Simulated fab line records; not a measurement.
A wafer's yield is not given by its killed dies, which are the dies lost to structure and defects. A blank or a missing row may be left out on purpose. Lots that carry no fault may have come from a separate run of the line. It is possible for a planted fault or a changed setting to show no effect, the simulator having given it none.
The tool behind it: which one? + flow sky130 + 72 wafers from 24 lots sampled at 4 of the route's 708 steps

## WHAT EACH GAUGE READ, for each wafer
SKY_LDD_LDN_TW_MEAS_13. Usual: LDD_LDN_TW typically reads 1480, with standard deviation 23.
| lot  | measured     | on            | LDD_LDN_TW     | flag |
|------|--------------|---------------|----------------|------|
| L074 | day 23 18:49 | film metro-04 | 1492 1493 1487 |      |
| L076 | day 24 15:19 | film metro-04 | 1498 1492 1497 |      |
| L077 | day 24 18:43 | film metro-03 | 1492 1478 1486 |      |
| L075 | day 24 19:31 | film metro-03 | 1482 1493 1492 |      |
| L078 | day 25 14:02 | film metro-04 | 1493 1487 1499 |      |
| L079 | day 25 18:31 | film metro-04 | 1493 1493 1500 |      |
| L081 | day 25 23:43 | film metro-03 | 1492 1496 1491 |      |
| L080 | day 26 01:20 | film metro-04 | 1491 1498 1494 |      |
| L082 | day 26 20:32 | film metro-04 | 1490 1504 1495 |      |
| L083 | day 27 01:17 | film metro-01 | 1438 1443 1440 |      |
| L084 | day 27 03:32 | film metro-03 | 1479 1488 1492 |      |
| L085 | day 27 17:43 | film metro-01 | 1440 1446 1437 |      |
| L087 | day 28 06:08 | film metro-03 | 1484 1490 1481 |      |
| L086 | day 28 08:47 | film metro-01 | 1432 1443 1439 |      |
| L088 | day 28 09:29 | film metro-01 | 1445 1435 1451 |      |
| L089 | day 29 03:13 | film metro-04 | 1490 1504 1498 |      |
| L090 | day 29 08:53 | film metro-04 | 1495 1495 1498 |      |
| L091 | day 29 09:10 | film metro-03 | 1498 1498 1491 |      |
| L092 | day 29 13:07 | film metro-04 | 1498 1503 1507 |      |
| L093 | day 29 17:11 | film metro-01 | 1439 1444 1431 |      |
| L094 | day 30 14:47 | film metro-03 | 1487 1496 1494 |      |
| L095 | day 30 18:53 | film metro-01 | 1450 1449 1443 |      |
| L096 | day 30 19:49 | film metro-03 | 1506 1496 1504 |      |
| L097 | day 31 13:16 | film metro-03 | 1495 1495 1501 |      |

SKY_LI_CONTACT_BOW_MEAS_03. Usual: LI_CONTACT_BOW typically reads 55 um, with standard deviation 6.7.
| lot  | measured     | on            | LI_CONTACT_BOW (um) | flag |
|------|--------------|---------------|---------------------|------|
| L074 | day 28 18:32 | film metro-04 | 57 60 70            |      |
| L076 | day 29 15:37 | film metro-04 | 55 55 60            |      |
| L077 | day 29 18:34 | film metro-02 | 59 54 58            |      |
| L075 | day 29 20:19 | film metro-01 | 51 65 52            |      |
| L078 | day 30 13:52 | film metro-04 | 46 54 67            |      |
| L079 | day 30 16:59 | film metro-04 | 52 54 51            |      |
| L081 | day 30 23:29 | film metro-02 | 60 52 60            |      |
| L080 | day 31 00:25 | film metro-02 | 56 42 51            |      |
| L082 | day 31 19:50 | film metro-04 | 44 59 57            |      |
| L083 | day 31 23:01 | film metro-04 | 49 50 60            |      |
| L084 | day 32 03:07 | film metro-01 | 61 54 64            |      |
| L085 | day 32 13:22 | film metro-01 | 51 52 51            |      |
| L087 | day 33 03:35 | film metro-02 | 51 47 48            |      |
| L086 | day 33 05:30 | film metro-04 | 53 58 60            |      |
| L088 | day 33 08:34 | film metro-02 | 48 59 56            |      |
| L089 | day 33 23:22 | film metro-02 | 61 51 44            |      |
| L090 | day 34 02:21 | film metro-04 | 61 59 47            |      |
| L091 | day 34 03:25 | film metro-04 | 44 53 65            |      |
| L092 | day 34 10:59 | film metro-01 | 46 70 50            |      |
| L093 | day 34 12:59 | film metro-04 | 59 62 59            |      |
| L094 | day 35 06:23 | film metro-04 | 61 57 59            |      |
| L095 | day 35 12:41 | film metro-01 | 69 56 64            |      |
| L096 | day 35 15:16 | film metro-02 | 59 58 56            |      |
| L097 | day 36 05:34 | film metro-04 | 62 58 60            |      |

SKY_METAL4_CD_MEAS_13: target cd 300 nm. Usual: cd nm reads 300.3 nm (standard deviation 1.5).
| lot  | measured     | on        | cd nm (nm)        | flag |
|------|--------------|-----------|-------------------|------|
| L074 | day 42 18:07 | cd sem-02 | 301.8 300.2 301.0 |      |
| L076 | day 43 11:20 | cd sem-01 | 301.7 301.4 300.4 |      |
| L077 | day 43 14:46 | cd sem-01 | 298.8 298.9 298.4 |      |
| L075 | day 43 16:32 | cd sem-02 | 302.7 301.6 301.0 |      |
| L078 | day 44 06:47 | cd sem-02 | 302.5 304.6 302.6 |      |
| L079 | day 44 07:31 | cd sem-02 | 301.5 302.0 302.1 |      |
| L081 | day 44 14:58 | cd sem-02 | 301.3 301.9 300.3 |      |
| L080 | day 44 16:39 | cd sem-01 | 298.6 300.8 299.1 |      |
| L082 | day 45 06:41 | cd sem-02 | 299.4 302.0 300.6 |      |
| L083 | day 45 07:20 | cd sem-01 | 299.9 298.6 300.7 |      |
| L084 | day 45 10:11 | cd sem-01 | 301.5 301.7 300.5 |      |
| L085 | day 45 19:29 | cd sem-01 | 298.0 298.3 297.9 |      |
| L087 | day 46 07:13 | cd sem-02 | 298.4 298.6 299.2 |      |
| L086 | day 46 09:20 | cd sem-02 | 299.3 299.5 299.7 |      |
| L088 | day 46 12:58 | cd sem-01 | 299.0 298.6 296.9 |      |
| L089 | day 46 23:01 | cd sem-02 | 300.6 301.4 301.8 |      |
| L090 | day 47 00:49 | cd sem-02 | 297.9 299.0 299.5 |      |
| L091 | day 47 02:52 | cd sem-01 | 298.9 299.3 300.5 |      |
| L092 | day 47 06:26 | cd sem-01 | 298.9 299.2 298.7 |      |
| L093 | day 47 09:00 | cd sem-02 | 299.8 301.4 301.1 |      |
| L094 | day 48 00:24 | cd sem-02 | 301.3 299.8 299.9 |      |
| L095 | day 48 02:22 | cd sem-01 | 301.4 301.1 301.6 |      |
| L096 | day 48 05:19 | cd sem-02 | 302.4 302.0 301.9 |      |
| L097 | day 48 15:44 | cd sem-02 | 300.6 301.6 301.4 |      |

## EACH LOT AND THE TOOL THAT RAN IT (in order: tool; ch and the chambers of the sampled wafers; start)
| lot  | SKY_CAP2M_STRIP_14                   |
|------|--------------------------------------|
| L074 | plasma asher-04 ch 0,1, day 41 16:58 |
| L076 | plasma asher-01 ch 0,1, day 42 11:39 |
| L077 | plasma asher-01 ch 0,1, day 42 14:43 |
| L075 | plasma asher-03 ch 0,1, day 42 16:15 |
| L078 | plasma asher-01 ch 0,1, day 43 06:43 |
| L079 | plasma asher-04 ch 0,1, day 43 06:59 |
| L081 | plasma asher-01 ch 0,1, day 43 14:59 |
| L080 | plasma asher-03 ch 0,1, day 43 16:23 |
| L082 | plasma asher-04 ch 0,1, day 44 07:50 |
| L083 | plasma asher-01 ch 0,1, day 44 08:43 |
| L084 | plasma asher-04 ch 0,1, day 44 11:27 |
| L085 | plasma asher-01 ch 0,1, day 44 21:08 |
| L087 | plasma asher-03 ch 0,1, day 45 08:40 |
| L086 | plasma asher-01 ch 0,1, day 45 11:33 |
| L088 | plasma asher-01 ch 0,1, day 45 14:31 |
| L089 | plasma asher-03 ch 0,1, day 46 00:33 |
| L090 | plasma asher-03 ch 0,1, day 46 02:46 |
| L091 | plasma asher-03 ch 0,1, day 46 04:21 |
| L092 | plasma asher-04 ch 0,1, day 46 08:43 |
| L093 | plasma asher-04 ch 0,1, day 46 11:13 |
| L094 | plasma asher-03 ch 0,1, day 47 03:02 |
| L095 | plasma asher-01 ch 0,1, day 47 04:46 |
| L096 | plasma asher-01 ch 0,1, day 47 08:13 |
| L097 | plasma asher-03 ch 0,1, day 47 19:09 |
- SKY_CAP2M_STRIP_14: strips in O2/N2.

## AS READ BY THE TOOLS THEMSELVES (means over the sampled wafers that have a number; for cases with no such wafer, the mark the record gives instead)
SKY_CAP2M_STRIP_14. Usual: drypump motor current A 6.0 A, standard deviation 0.4; oes product au 0.710 a.u., standard deviation 0.0047; strip time to endpoint s 12.67 s, standard deviation 0.049.
| lot  | tool            | drypump motor current A (A) | oes product au (a.u.) | strip time to endpoint s (s) | flag |
|------|-----------------|-----------------------------|-----------------------|------------------------------|------|
| L074 | plasma asher-04 | 6.1                         | 0.712                 | 12.70                        |      |
| L076 | plasma asher-01 | 6.0                         | 0.709                 | 12.70                        |      |
| L077 | plasma asher-01 | 5.6                         | 0.713                 | 12.63                        |      |
| L075 | plasma asher-03 | 6.0                         | 0.707                 | 12.68                        |      |
| L078 | plasma asher-01 | 5.7                         | 0.708                 | 12.64                        |      |
| L079 | plasma asher-04 | 6.2                         | 0.712                 | 12.65                        |      |
| L081 | plasma asher-01 | 6.0                         | 0.709                 | 12.70                        |      |
| L080 | plasma asher-03 | 6.1                         | 0.711                 | 12.67                        |      |
| L082 | plasma asher-04 | 6.1                         | 0.713                 | 12.65                        |      |
| L083 | plasma asher-01 | 5.7                         | 0.711                 | 12.68                        |      |
| L084 | plasma asher-04 | 6.1                         | 0.708                 | 12.64                        |      |
| L085 | plasma asher-01 | 5.7                         | 0.714                 | 12.68                        |      |
| L087 | plasma asher-03 | 6.1                         | 0.706                 | 12.62                        |      |
| L086 | plasma asher-01 | 5.7                         | 0.711                 | 12.69                        |      |
| L088 | plasma asher-01 | 5.7                         | 0.707                 | 12.68                        |      |
| L089 | plasma asher-03 | 6.1                         | 0.712                 | 12.71                        |      |
| L090 | plasma asher-03 | 6.1                         | 0.708                 | 12.65                        |      |
| L091 | plasma asher-03 | 6.0                         | 0.716                 | 12.59                        |      |
| L092 | plasma asher-04 | 6.3                         | 0.708                 | 12.73                        |      |
| L093 | plasma asher-04 | 6.2                         | 0.709                 | 12.74                        |      |
| L094 | plasma asher-03 | 6.1                         | 0.710                 | 12.76                        |      |
| L095 | plasma asher-01 | 5.7                         | 0.709                 | 12.66                        |      |
| L096 | plasma asher-01 | 6.0                         | 0.711                 | 12.60                        |      |
| L097 | plasma asher-03 | 6.1                         | 0.708                 | 12.57                        |      |

## THE ANSWER, worked out from the rows above alone
Rule: a lot is off if the mean of its wafers that have a number lies more than 3 standard deviations from the usual mean. A lot without any number at a reading at which 4 lots or more have one is off too. All remaining lots with rows at the step are treated as sound. After the gauges, taken in route order, come the tools' own readings; for these a lot's mean is taken, as printed above. At the first step where some lot is off, the reading lying furthest off is the one used; lots without a number count as furthest.
Nothing can be told from this: no lot is off at any reading shown.

## WHAT THE SIMULATOR HAD PUT IN
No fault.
